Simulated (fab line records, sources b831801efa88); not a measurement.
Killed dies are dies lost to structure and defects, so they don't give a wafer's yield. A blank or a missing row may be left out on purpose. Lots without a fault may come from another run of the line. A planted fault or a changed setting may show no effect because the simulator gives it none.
Which tool did it? | flow gf180mcu | 14 lots, 42 wafers sampled, at 4 steps of a route of 602

WHAT THE GAUGES READ, wafer by wafer
GF_PASSIVATION_THK_MEAS_03.
lot  | measured     | on            | PASSIVATION_CVD_02_THK (nm)
L944 | day 28 10:55 | film_metro-02 | 684 691 717
L946 | day 28 22:25 | film_metro-01 | 690 707 724
L945 | day 28 23:46 | film_metro-01 | 680 695 694
L948 | day 29 14:12 | film_metro-02 | 701 703 718
L949 | day 29 17:29 | film_metro-01 | 689 699 707
L951 | day 30 08:16 | film_metro-04 | 684 698 704
L954 | day 31 06:57 | film_metro-02 | 684 704 703
L955 | day 31 09:45 | film_metro-02 | 702 707 709
L956 | day 31 18:30 | film_metro-01 | 676 691 714
L957 | day 32 02:49 | film_metro-01 | 699 713 720
L960 | day 32 19:19 | film_metro-01 | 707 692 708
L963 | day 33 12:28 | film_metro-02 | 696 707 718
L965 | day 33 17:04 | film_metro-04 | 679 689 703
L967 | day 34 03:26 | film_metro-01 | 685 700 679

WHICH TOOL RAN EACH LOT (tool, then ch and the chambers of the sampled wafers, then the start)
lot  | GF_DUAL_GATE_WET_ETCH_12        | GF_V5_CMP_26                  | GF_TOP_METAL_METAL_ETCH_16
L944 | wet_bench-02 ch 1, day 8 17:06  | cmp-01 ch 0,1,2, day 27 13:05 | rie_metal-04 ch 0, day 28 09:40
L946 | wet_bench-02 ch 2, day 9 01:12  | cmp-02 ch 0,1,2, day 28 00:39 | rie_metal-02 ch 1, day 28 21:02
L945 | wet_bench-02 ch 2, day 9 03:16  | cmp-01 ch 0,2, day 28 03:00   | rie_metal-04 ch 0, day 28 22:01
L948 | wet_bench-02 ch 1, day 9 21:09  | cmp-02 ch 0,1, day 28 17:07   | rie_metal-02 ch 0, day 29 12:49
L949 | wet_bench-04 ch 3, day 9 21:37  | cmp-02 ch 0,1, day 28 20:04   | rie_metal-04 ch 1, day 29 16:07
L951 | wet_bench-02 ch 2, day 10 06:48 | cmp-02 ch 0,1,2, day 29 11:30 | rie_metal-04 ch 1, day 30 06:56
L954 | wet_bench-02 ch 1, day 11 06:40 | cmp-02 ch 1,3, day 30 11:45   | rie_metal-02 ch 0,1, day 31 05:47
L955 | wet_bench-03 ch 3, day 11 11:36 | cmp-02 ch 0,1,3, day 30 14:57 | rie_metal-02 ch 0,1, day 31 08:36
L956 | wet_bench-02 ch 3, day 11 17:06 | cmp-02 ch 1,2,3, day 30 23:54 | rie_metal-04 ch 0,1, day 31 17:19
L957 | wet_bench-02 ch 3, day 11 22:30 | cmp-02 ch 0,1,3, day 31 08:59 | rie_metal-02 ch 1, day 32 01:38
L960 | wet_bench-04 ch 3, day 12 21:31 | cmp-02 ch 0,2,3, day 32 01:24 | rie_metal-02 ch 0,1, day 32 18:07
L963 | wet_bench-03 ch 3, day 13 21:18 | cmp-01 ch 2,3, day 32 18:19   | rie_metal-03 ch 0,1, day 33 11:17
L965 | wet_bench-03 ch 3, day 14 06:39 | cmp-01 ch 0,2,3, day 33 00:22 | rie_metal-04 ch 0,1, day 33 15:34
L967 | wet_bench-02 ch 1, day 14 18:00 | cmp-01 ch 0,1,3, day 33 10:40 | rie_metal-04 ch 0,1, day 34 02:17
- GF_DUAL_GATE_WET_ETCH_12: etches SiO2 in dHF, target depth 13 nm, time 260 s.
- GF_V5_CMP_26: polishes, stops on SiO2, t overpolish 15 s, target thk 0 nm.
- GF_TOP_METAL_METAL_ETCH_16: etches the open film in Cl2/BCl3, stops on SiO2, target depth 1197 nm, time 199.5 s.

WHAT THE TOOLS THEMSELVES READ (means of the sampled wafers that have a number; where no wafer has one, the mark that the record gives instead)
GF_V5_CMP_26.
lot  | tool   | motor_current_A (A) | overpolish_run_s (s) | time_to_endpoint_s (s)
L944 | cmp-01 | 11.6                | 15.005               | 85
L946 | cmp-02 | 12.3                | 14.998               | 91
L945 | cmp-01 | 11.2                | 14.999               | 80
L948 | cmp-02 | 10.6                | 15.004               | 91
L949 | cmp-02 | 10.6                | 14.996               | 89
L951 | cmp-02 | 12.1                | 14.994               | 92
L954 | cmp-02 | 11.6                | 14.992               | 89
L955 | cmp-02 | 11.7                | 15.002               | 92
L956 | cmp-02 | 12.6                | 14.995               | 87
L957 | cmp-02 | 12.0                | 14.983               | 90
L960 | cmp-02 | 13.9                | 15.005               | 94
L963 | cmp-01 | 11.8                | 15.005               | 86
L965 | cmp-01 | 11.3                | 15.001               | 81
L967 | cmp-01 | 11.8                | 14.998               | 84

GF_TOP_METAL_METAL_ETCH_16.
lot  | tool         | drypump_motor_current_A (A) | mfc_cl2_sccm (sccm) | oes_product_au (a.u.) | throttle_valve_pct (%)
L944 | rie_metal-04 | 6.6                         | 79.80               | 0.987                 | 28.236
L946 | rie_metal-02 | 5.9                         | 80.31               | 0.989                 | 28.234
L945 | rie_metal-04 | 6.6                         | 79.81               | 0.992                 | 28.227
L948 | rie_metal-02 | 6.2                         | 79.89               | 0.992                 | 28.232
L949 | rie_metal-04 | 5.4                         | 80.18               | 0.990                 | 28.229
L951 | rie_metal-04 | 5.4                         | 80.01               | 0.993                 | 28.224
L954 | rie_metal-02 | 5.9                         | 80.04               | 0.991                 | 28.219
L955 | rie_metal-02 | 5.9                         | 79.85               | 0.990                 | 28.230
L956 | rie_metal-04 | 5.9                         | 80.17               | 0.988                 | 28.224
L957 | rie_metal-02 | 5.8                         | 79.87               | 0.994                 | 28.228
L960 | rie_metal-02 | 6.1                         | 79.92               | 0.989                 | 28.233
L963 | rie_metal-03 | 6.0                         | 80.09               | 0.984                 | 28.234
L965 | rie_metal-04 | 6.2                         | 79.99               | 0.991                 | 28.217
L967 | rie_metal-04 | 5.9                         | 80.06               | 0.992                 | 28.230

THE ANSWER, worked out from the rows above alone
Rule: what is usual is taken from the lots themselves. Put in order of their means at a reading, lots are off if they are a third of the lots or fewer, leave a main group of 4 or more, and stand apart from it by a gap of 3 or more times the standard deviation of the main group's means; of several such gaps the widest counts. A main group whose means are all the same, to the digits that the tables above print for the reading, isn't used. A lot without any number at a reading at which 4 lots or more have one is off too. The other lots that the step has rows for count as sound. The gauges are gone through in route order, then the tools' own readings, and for those a lot's mean is taken as printed above. The first step at which some lot is off is used, and at that step the reading that is off furthest; a lot without a number counts as furthest.
No lot is off at any reading shown: from this, nothing can be told.

WHAT THE SIMULATOR HAD PUT IN
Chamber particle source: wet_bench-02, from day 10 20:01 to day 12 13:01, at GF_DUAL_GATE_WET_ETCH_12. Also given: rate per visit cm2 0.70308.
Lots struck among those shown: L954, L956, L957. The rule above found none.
